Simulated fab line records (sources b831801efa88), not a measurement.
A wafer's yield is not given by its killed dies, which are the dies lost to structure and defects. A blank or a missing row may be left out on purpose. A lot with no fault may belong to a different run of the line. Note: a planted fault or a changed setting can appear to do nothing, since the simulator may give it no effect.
fab line records	flow sfq-line
[record] lots = 7	wafers = 20	last-day = 83
route steps=325 shown M6@261 I6@266
lots that met no fault: from a run of the same line without faults
start-h: hours from the record's first day to the start of the lot's first wafer shown	wait-h: hours from the lot's prior step to this one	" identical to the entry in the row above	L1.1+2: one row covering several wafers at once	- value missing, or start not given	* or withheld: withheld	< > ~ a bound
route shown NAME@n: NAME is a module with steps in the file, n the number in the route of the first one	usual: the fault-free wafers' mean and standard deviation	same: alike in all rows	chamber/n: place in a boat	sites: readings site by site	_std_site: the standard deviation of these	_edge_site: mean of outer sites minus mean of inner sites	radius-mm: for every site, how far away it sits from the centre of the wafer	mask NAME#n: copy n	behind: the most recent tool/chamber to have shaped the wafer	hold: what put the lot on hold/how long, in hours/how the hold closed	device: the transistor (n, p or np) that didn't switch	end of line: the route-end tests of the same wafers	a step without rows: its recipe alone	killed: at the first sort, the dies lost to defects and structure; wafer yield is something else	map: per-die view of a wafer (x killed, . not killed, _ where there is no die)
set.NAME: the run value of the setting; set.NAME@STEP: its run value at that earlier step	model.NAME: the simulator's own value behind a step, which no gauge read
lots seen at some steps along the route; tables by step, rows by wafer
services: the hour from which a tool's chamber was out of use, counted from the record's first day as start-h (under 0 if before that day), plus the number of hours and why
[[steps]]
[step SFQ_M6_OVL_MEAS_940]
[usual] M6_OVL = -2/5.1
lot.wafer	tool	chamber	start-h	wait-h	M6_OVL[nm]
L879.2	overlay-02	-	1515.08	0.1	-1
L879.4	"	-	"	"	-9
L879.5	"	-	"	"	2
L880.3	overlay-02	-	1517.49	0.1	-1
L880.4	"	-	"	"	-3
L880.6	"	-	"	"	-2
L881.2	overlay-02	-	1633.52	0.1	0
L881.5	"	-	"	"	-6
L881.6	"	-	"	"	-3
L882.2	overlay-01	-	1639.44	0.1	-5
L882.4	"	-	"	"	-4
L882.6	"	-	"	"	0
L885.4	overlay-02	-	1682.65	0.1	-2
L885.5	"	-	"	"	7
L885.6	"	-	"	"	-1
L886.1	overlay-02	-	1689.96	0.1	-4
L886.4	"	-	"	"	-1
L886.5	"	-	"	"	-5
L887.1	overlay-01	-	1692.36	0.1	-6
L887.5	"	-	"	"	-5
[step SFQ_TRILAYER_M6_BARC_OPEN_METAL_ETCH_206]
[recipe] mask-material = PR	chemistry = O2	target-depth-nm = 125	target = BARC	icp-w = 600	bias-w = 80	pressure-mtorr = 10	time-s = 41.7
[usual] drypump-motor-current-A = 5.9/0.46	oes-product-au = 0.684/0.0044
lot.wafer	tool	chamber	start-h	wait-h	drypump-motor-current-A	oes-product-au	rf-hours-counter-h
L879.2	rie-metal-03	0	1515.11	0.0	6.3	0.679	45
L879.4	"	0	"	"	6.2	0.681	-
L879.5	"	1	"	"	6.6	0.690	-
L880.3	rie-metal-03	1	1517.53	0.0	6.6	0.685	-
L880.4	"	0	"	"	6.2	0.683	-
L880.6	"	0	"	"	6.2	0.688	-
L881.2	rie-metal-04	1	1633.55	0.0	5.6	0.695	79
L881.5	"	1	"	"	5.5	0.682	-
L881.6	"	0	"	"	5.7	0.683	-
L882.2	rie-metal-03	0	1639.49	0.0	6.2	0.684	-
L882.4	"	0	"	"	6.2	0.682	-
L882.6	"	0	"	"	6.2	0.690	-
L885.4	rie-metal-04	0	1682.69	0.0	5.7	0.681	-
L885.5	"	0	"	"	5.7	0.685	-
L885.6	"	1	"	"	5.6	0.690	-
L886.1	rie-metal-03	1	1689.99	0.0	6.6	0.692	3
L886.4	"	0	"	"	6.2	0.674	-
L886.5	"	0	"	"	6.2	0.683	-
L887.1	rie-metal-04	1	1692.39	0.0	5.5	0.688	86
L887.5	"	0	"	"	5.7	0.684	-
[step SFQ_TRILAYER_M6_ETCH_METAL_ETCH_162]
[recipe] target = Nb	stop-on = SiO2	mask-material = PR	chemistry = Cl2/Ar	target-depth-nm = 240	icp-w = 600	bias-w = 80	pressure-mtorr = 10	time-s = 120
[step SFQ_TRILAYER_M6_STRIP_STRIP_163]
[recipe] gas = O2	power-w = 200	platen-temp-c = 40	overash-fraction = 0.65	chemistry = O2	pressure-mtorr = 50
[usual] drypump-motor-current-A = 5.9/0.46	oes-product-au = 0.995/0.013
lot.wafer	tool	chamber	start-h	wait-h	drypump-motor-current-A	oes-product-au	rf-hours-counter-h
L879.2	rie-metal-03	0	1515.30	0.1	6.2	1.006	45
L879.4	"	0	"	"	6.2	0.989	-
L879.5	"	1	"	"	6.6	1.001	-
L880.3	rie-metal-03	1	1517.90	0.2	6.6	1.002	-
L880.4	"	0	"	"	6.2	1.000	-
L880.6	"	0	"	"	6.2	0.999	-
L881.2	rie-metal-04	1	1633.74	0.1	5.6	1.008	79
L881.5	"	1	"	"	5.5	0.996	-
L881.6	"	0	"	"	5.7	0.982	-
L882.2	rie-metal-03	0	1640.04	0.4	6.2	1.003	-
L882.4	"	0	"	"	6.2	1.010	-
L882.6	"	0	"	"	6.2	1.011	-
L885.4	rie-metal-04	0	1683.05	0.2	5.7	0.984	-
L885.5	"	0	"	"	5.7	0.973	-
L885.6	"	1	"	"	5.6	0.992	-
L886.1	rie-metal-03	1	1690.18	0.1	6.6	0.996	3
L886.4	"	0	"	"	6.2	0.993	-
L886.5	"	0	"	"	6.2	0.999	-
L887.1	rie-metal-04	1	1692.58	0.1	5.5	0.999	86
L887.5	"	0	"	"	5.7	0.975	-
[step SFQ_TRILAYER_M6_STRIP_SOLV_CLEAN_164]
[recipe] chemistry = NMP	temp-c = 70	time-s = 600
[step SFQ_TRILAYER_I6_DEP_PECVD_165]
[recipe] material = SiO2	temp-c = 150	time-s = 111.11	pressure-torr = 2.4	rf-w = 183.3	precursor = SiH4/N2O	target-thk-nm = 500
[usual] heater-power-w = 83/20	throttle-valve-pct = 24.7/0.64
lot.wafer	tool	chamber	start-h	wait-h	heater-power-w	since-wet-clean-h	throttle-valve-pct
L879.2	pecvd-04	2	1516.07	0.0	86	185	23.5
L879.4	"	0	"	"	92	-	23.0
L879.5	"	2	"	"	87	-	23.4
L880.3	pecvd-01	0	1518.47	0.0	58	571	23.9
L880.4	"	2	"	"	101	-	25.3
L880.6	"	0	"	"	58	-	23.8
L881.2	pecvd-04	0	1634.51	0.0	88	304	23.8
L881.5	"	2	"	"	79	-	23.9
L881.6	"	1	"	"	74	-	24.7
L882.2	pecvd-03	2	1641.21	0.0	72	1063	24.7
L882.4	"	2	"	"	73	-	24.7
L882.6	"	1	"	"	52	-	24.8
L885.4	pecvd-01	2	1683.67	0.0	93	-	25.9
L885.5	"	1	"	"	108	-	24.7
L885.6	"	0	"	"	51	-	24.6
L886.1	pecvd-03	0	1690.95	0.0	104	1113	25.1
L886.4	"	0	"	"	106	-	25.4
L886.5	"	2	"	"	78	-	24.6
L887.1	pecvd-04	0	1693.35	0.0	101	363	24.2
L887.5	"	2	"	"	73	-	23.9
[step SFQ_TRILAYER_I6_CMP_CMP_166]
[recipe] material = SiO2	down-force-psi = 3	platen-rpm = 60	pad-velocity-m-s = 0.94248
[step SFQ_I6_BOW_MEAS_941]
[recipe] mode = bow
[usual] I6_BOW = 3/9.8
lot.wafer	tool	chamber	start-h	wait-h	I6_BOW[um]
L879.2	film-metro-03	-	1529.05	2.0	1
L879.4	"	-	"	"	15
L879.5	"	-	"	"	7
L880.3	film-metro-04	-	1532.07	1.0	15
L880.4	"	-	"	"	16
L880.6	"	-	"	"	17
L881.2	film-metro-03	-	1638.21	2.5	8
L881.5	"	-	"	"	1
L881.6	"	-	"	"	-5
L882.2	film-metro-02	-	1646.28	1.0	-12
L882.4	"	-	"	"	-2
L882.6	"	-	"	"	-4
L885.4	film-metro-04	-	1686.77	1.6	18
L885.5	"	-	"	"	19
L885.6	"	-	"	"	15
L886.1	film-metro-04	-	1694.03	1.5	-4
L886.4	"	-	"	"	9
L886.5	"	-	"	"	9
L887.1	film-metro-03	-	1696.43	1.0	-7
L887.5	"	-	"	"	8
[step SFQ_TRILAYER_I6_METRO_MEASURE_167]
[usual] thk-nm = 199.9/1.1
lot.wafer	tool	chamber	start-h	wait-h	thk-nm
L879.2	film-metro-03	-	1529.35	0.3	199.0
L879.4	"	-	"	"	199.6
L879.5	"	-	"	"	199.1
L880.3	film-metro-04	-	1532.55	0.5	201.5
L880.4	"	-	"	"	200.1
L880.6	"	-	"	"	199.8
L881.2	film-metro-03	-	1638.51	0.3	198.9
L881.5	"	-	"	"	198.0
L881.6	"	-	"	"	202.0
L882.2	film-metro-02	-	1646.58	0.3	200.1
L882.4	"	-	"	"	200.3
L882.6	"	-	"	"	199.6
L885.4	film-metro-04	-	1687.43	0.6	199.8
L885.5	"	-	"	"	201.9
L885.6	"	-	"	"	199.6
L886.1	film-metro-04	-	1694.15	0.1	199.9
L886.4	"	-	"	"	198.9
L886.5	"	-	"	"	200.6
L887.1	film-metro-03	-	1696.55	0.1	199.2
L887.5	"	-	"	"	199.0
[step SFQ_TRILAYER_I6_VIA_LITHO_COAT_174]
[recipe] resist = BARC	spin-rpm = 3000	resist-thk-nm = 62
[step SFQ_TRILAYER_I6_VIA_LITHO_COAT_169]
[recipe] resist = KrF	spin-rpm = 3000	resist-thk-nm = 650
[step SFQ_TRILAYER_I6_VIA_LITHO_SOFTBAKE_173]
[recipe] temp-c = withheld	time-s = withheld	resist = KrF
[step SFQ_TRILAYER_I6_VIA_LITHO_EXPOSE_170]
[recipe] mask-id = I6	na = 0.6	source-shape = conventional	sigma-outer = 0.65	target-cd-nm = 700	dose-mj = 21.3
[usual] exposure-dose-mJ-cm2 = 21.299/0.022
[same] na = 0.6	sigma-outer = 0.65
lot.wafer	tool	chamber	start-h	wait-h	mask	exposure-dose-mJ-cm2
L879.2	krf-scanner-02	0	1650.13	-	I6#0	21.353
L879.4	"	0	"	"	I6#0	21.312
L879.5	"	0	"	"	I6#0	21.309
L880.3	krf-scanner-02	0	1652.73	-	I6#0	21.316
L880.4	"	0	"	"	I6#0	21.289
L880.6	"	0	"	"	I6#0	21.328
L881.2	krf-scanner-02	0	1743.40	-	I6#0	21.295
L881.5	"	0	"	"	I6#0	21.296
L881.6	"	0	"	"	I6#0	21.307
L882.2	krf-scanner-02	0	1750.60	-	I6#0	21.306
L882.4	"	0	"	"	I6#0	21.308
L882.6	"	0	"	"	I6#0	21.322
L885.4	krf-scanner-02	0	1803.74	-	I6#0	21.280
L885.5	"	0	"	"	I6#0	21.310
L885.6	"	0	"	"	I6#0	21.288
L886.1	krf-scanner-02	0	1810.34	-	I6#0	21.315
L886.4	"	0	"	"	I6#0	21.341
L886.5	"	0	"	"	I6#0	21.325
L887.1	krf-scanner-02	0	1812.74	-	I6#0	21.312
L887.5	"	0	"	"	I6#0	21.269
[step SFQ_TRILAYER_I6_VIA_LITHO_PEB_172]
[recipe] peb-temp-c = 115	peb-time-s = 60	resist = KrF
[step SFQ_TRILAYER_I6_VIA_LITHO_DEVELOP_171]
[recipe] time-s = 60	resist = KrF
[step SFQ_I6_OVL_MEAS_942]
[usual] I6_OVL = -1/6.2
lot.wafer	tool	chamber	start-h	wait-h	I6_OVL[nm]
L879.2	overlay-01	-	1651.44	0.1	-9
L879.4	"	-	"	"	-6
L879.5	"	-	"	"	-7
L880.3	overlay-01	-	1653.84	0.1	-1
L880.4	"	-	"	"	-16
L880.6	"	-	"	"	-9
L881.2	overlay-01	-	1744.71	0.1	-2
L881.5	"	-	"	"	-15
L881.6	"	-	"	"	-7
L882.2	overlay-01	-	1751.91	0.1	5
L882.4	"	-	"	"	4
L882.6	"	-	"	"	12
L885.4	overlay-02	-	1804.66	0.1	-3
L885.5	"	-	"	"	8
L885.6	"	-	"	"	2
L886.1	overlay-01	-	1811.84	0.1	-8
L886.4	"	-	"	"	-5
L886.5	"	-	"	"	-12
L887.1	overlay-01	-	1814.24	0.1	-1
L887.5	"	-	"	"	-10
[step SFQ_TRILAYER_I6_VIA_BARC_OPEN_VIA_ETCH_235]
[recipe] mask-material = PR	chemistry = O2	target-depth-nm = 125	target = BARC	source-w = 500	bias-w = 80	pressure-mtorr = 30	time-s = 41.7
[usual] drypump-motor-current-A = 5.5/0.37	oes-product-au = 0.685/0.0047
lot.wafer	tool	chamber	start-h	wait-h	drypump-motor-current-A	oes-product-au	rf-hours-counter-h	model.I6.cd-nm
L879.2	rie-diel-01	0	1651.47	0.0	5.1	0.679	16	699.8
L879.4	"	1	"	"	5.6	0.688	15	700.3
L879.5	"	2	"	"	5.4	0.690	-	697.6
L880.3	rie-diel-04	2	1653.89	0.0	5.2	0.678	-	699.5
L880.4	"	0	"	"	5.9	0.679	-	699.1
L880.6	"	0	"	"	5.8	0.676	-	698.5
L881.2	rie-diel-01	1	1744.74	0.0	5.6	0.682	16	701.3
L881.5	"	3	"	"	5.7	0.688	-	702.2
L881.6	"	1	"	"	5.6	0.680	-	701.4
L882.2	rie-diel-01	1	1751.94	0.0	5.6	0.684	17	700.6
L882.4	"	2	"	"	5.4	0.686	0	701.5
L882.6	"	2	"	"	5.4	0.687	-	702.3
L885.4	rie-diel-03	2	1804.68	0.0	6.1	0.692	6	701.6
L885.5	"	2	"	"	6.1	0.680	-	719
L885.6	"	3	"	"	5.1	0.684	-	699.5
L886.1	rie-diel-01	3	1811.88	0.0	5.6	0.677	9	719.3
L886.4	"	1	"	"	5.5	0.681	17	698.8
L886.5	"	2	"	"	5.4	0.680	-	720.4
L887.1	rie-diel-04	2	1814.28	0.0	5.2	0.685	1	716.8
L887.5	"	2	"	"	5.2	0.685	-	716.4
[step SFQ_TRILAYER_I6_VIA_ETCH_VIA_ETCH_172]
[recipe] target = SiO2	stop-on = Nb	mask-material = PR	taper-deg = 20	chemistry = CHF3	target-depth-nm = 260	source-w = 500	bias-w = 80	pressure-mtorr = 30	time-s = withheld
[usual] drypump-motor-current-A = 5.5/0.37	oes-product-au = 0.855/0.0052
lot.wafer	tool	chamber	start-h	wait-h	drypump-motor-current-A	oes-product-au	model.I6.cd-nm
L879.2	rie-diel-01	0	1651.51	0.0	5.1	0.856	700.1
L879.4	"	1	"	"	5.5	0.855	698.5
L879.5	"	2	"	"	5.4	0.849	701.2
L880.3	rie-diel-04	2	1653.98	0.1	5.2	0.864	696.1
L880.4	"	0	"	"	5.8	0.855	700.3
L880.6	"	0	"	"	5.8	0.856	700.4
L881.2	rie-diel-01	1	1744.78	0.0	5.5	0.846	699
L881.5	"	3	"	"	5.6	0.850	701.3
L881.6	"	1	"	"	5.6	0.858	699
L882.2	rie-diel-01	1	1751.98	0.0	5.6	0.861	698
L882.4	"	2	"	"	5.4	0.855	703.1
L882.6	"	2	"	"	5.4	0.853	702.8
L885.4	rie-diel-03	2	1804.72	0.0	6.1	0.850	699.1
L885.5	"	2	"	"	6.1	0.860	716.5
L885.6	"	3	"	"	5.1	0.851	700.1
L886.1	rie-diel-01	3	1811.92	0.0	5.6	0.850	717.7
L886.4	"	1	"	"	5.5	0.853	696.3
L886.5	"	2	"	"	5.4	0.862	722.1
L887.1	rie-diel-04	2	1814.32	0.0	5.2	0.858	717.4
L887.5	"	2	"	"	5.2	0.844	716.8
[step SFQ_TRILAYER_I6_VIA_STRIP_STRIP_173]
[recipe] gas = O2	power-w = 200	platen-temp-c = 40	overash-fraction = 0.65	chemistry = O2	pressure-mtorr = 50
[usual] drypump-motor-current-A = 6.0/0.44	oes-product-au = 1.003/0.0099
lot.wafer	tool	chamber	start-h	wait-h	drypump-motor-current-A	oes-product-au	rf-hours-counter-h
L879.2	rie-metal-03	0	1651.89	-	6.2	1.000	-
L879.4	"	0	"	"	6.2	1.004	-
L879.5	"	0	"	"	6.2	0.995	-
L880.3	rie-metal-01	0	1654.30	-	5.5	1.008	-
L880.4	"	1	"	"	5.3	0.990	-
L880.6	"	1	"	"	5.3	0.977	-
L881.2	rie-metal-01	0	1744.89	-	5.6	0.999	60
L881.5	"	0	"	"	5.5	1.015	-
L881.6	"	1	"	"	5.3	0.985	-
L882.2	rie-metal-02	0	1752.09	-	5.4	0.996	127
L882.4	"	1	"	"	6.2	1.002	-
L882.6	"	0	"	"	5.5	1.012	-
L885.4	rie-metal-01	1	1805.03	-	5.3	0.994	-
L885.5	"	0	"	"	5.5	1.013	-
L885.6	"	1	"	"	5.3	0.996	-
L886.1	rie-metal-03	1	1812.03	-	6.6	1.022	18
L886.4	"	1	"	"	6.5	1.012	-
L886.5	"	1	"	"	6.5	1.022	-
L887.1	rie-metal-02	1	1814.43	-	6.2	0.999	7
L887.5	"	1	"	"	6.2	0.999	-
[[services]]
tool	chamber	start-h	hours	kind
rie-diel-01	-	1496.27	0.6	repair
rie-diel-01	-	1517.92	2.8	pm
krf-scanner-02	-	1518.08	1.0	pm
rie-metal-04	-	1542.24	14.6	pm
rie-metal-03	0	1555.44	6.7	repair
rie-metal-03	1	1566.50	1.8	repair
krf-scanner-02	-	1582.31	0.2	repair
krf-scanner-02	-	1582.61	0.2	repair
krf-scanner-02	-	1590.83	1.3	pm
rie-metal-03	-	1611.13	14.6	pm
rie-diel-01	1	1631.10	10.0	repair
rie-metal-03	-	1641.04	2.8	pm
krf-scanner-02	-	1687.13	1.0	pm
rie-diel-01	-	1689.45	0.1	repair
rie-metal-04	-	1702.26	0.6	repair
rie-metal-04	1	1703.46	21.6	repair
krf-scanner-02	-	1723.75	1.6	repair
rie-metal-04	-	1724.32	2.8	pm
rie-metal-03	0	1726.42	20.9	repair
rie-diel-01	0	1730.72	2.9	repair
rie-metal-04	-	1781.05	1.9	repair
rie-metal-04	-	1788.67	4.2	repair
rie-diel-01	1	1798.11	8.9	repair
krf-scanner-02	-	1813.94	1.3	pm
[[key]]
first-sign none at tools or gauges
[model-effect] step = SFQ_TRILAYER_I6_VIA_BARC_OPEN_VIA_ETCH_235	value = I6.cd-nm	without = 700.2	struck = 718.4
[model-effect] step = SFQ_TRILAYER_I6_VIA_ETCH_VIA_ETCH_172	value = I6.cd-nm	without = 700	struck = 718.1
met-at SFQ_TRILAYER_I6_VIA_LITHO_EXPOSE_170
struck-wafers L885.5,L886.1,L886.5,L887.1,L887.5
onset-between 1750.60 1803.74
[fault] kind = process-parameter-drift	tool = krf-scanner-02	chamber = -	onset-h = 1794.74	steps = SFQ_TRILAYER_I6_VIA_LITHO_EXPOSE_170	channel = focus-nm	offset = 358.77	shape = step	end-h = 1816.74	scope = struck-wafers-only
